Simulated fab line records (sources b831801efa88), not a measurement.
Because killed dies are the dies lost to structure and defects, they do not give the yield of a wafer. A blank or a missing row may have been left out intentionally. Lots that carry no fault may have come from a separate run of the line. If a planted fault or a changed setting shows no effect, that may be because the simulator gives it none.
Problem report, 8D (eight disciplines) form, completed by code + flow gf180mcu + the parts of the form that need people (team, actions taken, sign-off) are left out

1. WHAT WENT WRONG
At GF_M3_SOFTBAKE_10, heater-power-total-W averages 94.63 W over 3 wafers from 3 lots, while fault-free wafers read 93.05 W, standard deviation 0.058. That is +27 standard deviations from the usual mean.
The step: time 60 s.
First seen on wafer L780.2, day 22 09:15, on litho-track-04. The record holds 37 wafers of 14 lots with a number at this step. The rule behind "out" and "out of limits": a value lying over 4 standard deviations away from the usual mean. All remaining wafers that have a number are taken as sound.

2. WHAT IT IS AND WHAT IT IS NOT
| question                    | is                                 | is not                                                                                                               |
|-----------------------------|------------------------------------|----------------------------------------------------------------------------------------------------------------------|
| which readings at this step | heater-power-total-W, run-length-s | chill-plate-temp-C                                                                                                   |
| which lots                  | L780, L781, L782                   | L775, L777, L778, L779, L791, L792, L793, L794, L796, L797, L798                                                     |
| which wafers of those lots  | L780.2, L781.6, L782.2             | L780.3, L780.4, L781.3, L782.5                                                                                       |
| read on which tools         | litho-track-04                     | litho-track-01, litho-track-03                                                                                       |
| when                        | from day 22 09:15                  | up to then (13 sound wafers); but 21 sound wafers of L781, L782, L791, L792, L793, L794, L796, L797, L798 came after |

3. WHAT RULES OUT EACH SUSPECT
Counting: if a tool at a process step up to the reading ran every lot that is out, it stays a suspect. Sound lots after the first of them don't rule it out here, since some wafers of a struck lot are sound.
- cmp-01 at GF_V2_CMP_04 (polishes SiO2): kept. It ran every lot that is out, first L780 (day 20 19:35); its last sound lot up to then is L779 (day 20 09:38).
- litho-track-04 at GF_M3_SOFTBAKE_10 (time 60 s): kept. It ran every lot that is out, first L780 (day 22 09:15); its last sound lot up to then is L779 (day 21 23:43). On those wafers its own readings are out: heater-power-total-W, run-length-s.
The count leaves litho-track-04 at GF_M3_SOFTBAKE_10 and cmp-01 at GF_V2_CMP_04.

4. THE CAUSE (what the simulator had put in)
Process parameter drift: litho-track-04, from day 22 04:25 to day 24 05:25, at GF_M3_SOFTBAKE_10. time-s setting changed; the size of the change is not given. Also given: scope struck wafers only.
Counting leaves 2 suspects; this tool is one of them.

5. THE CHAIN OF EFFECTS, in route order
Rows list readings where the struck wafers' mean (over those with a number) sits beyond 3 standard deviations from the usual. Scope: only readings with a usual standard deviation given in the record; hours: median across lots of the time from each lot's start at the first step in this table that gives one to its start at this step; sigmas: change in usual standard deviations.
| hours | step              | reading              | usual   | on struck wafers | change | sigmas |
|-------|-------------------|----------------------|---------|------------------|--------|--------|
| 0     | GF_M3_SOFTBAKE_10 | heater-power-total-W | 93.05 W | 94.63            | +1.58  | +27    |
| 0     | GF_M3_SOFTBAKE_10 | run-length-s         | 89.10 s | 85.82            | -3.28  | -27    |
It contains these process steps:
- GF_M3_SOFTBAKE_10: time 60 s.

6. WHAT WOULD HAVE CAUGHT IT SOONER
In this record no reading fell out of limits until day 22 09:15, 5 hours after the fault had begun at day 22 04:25.
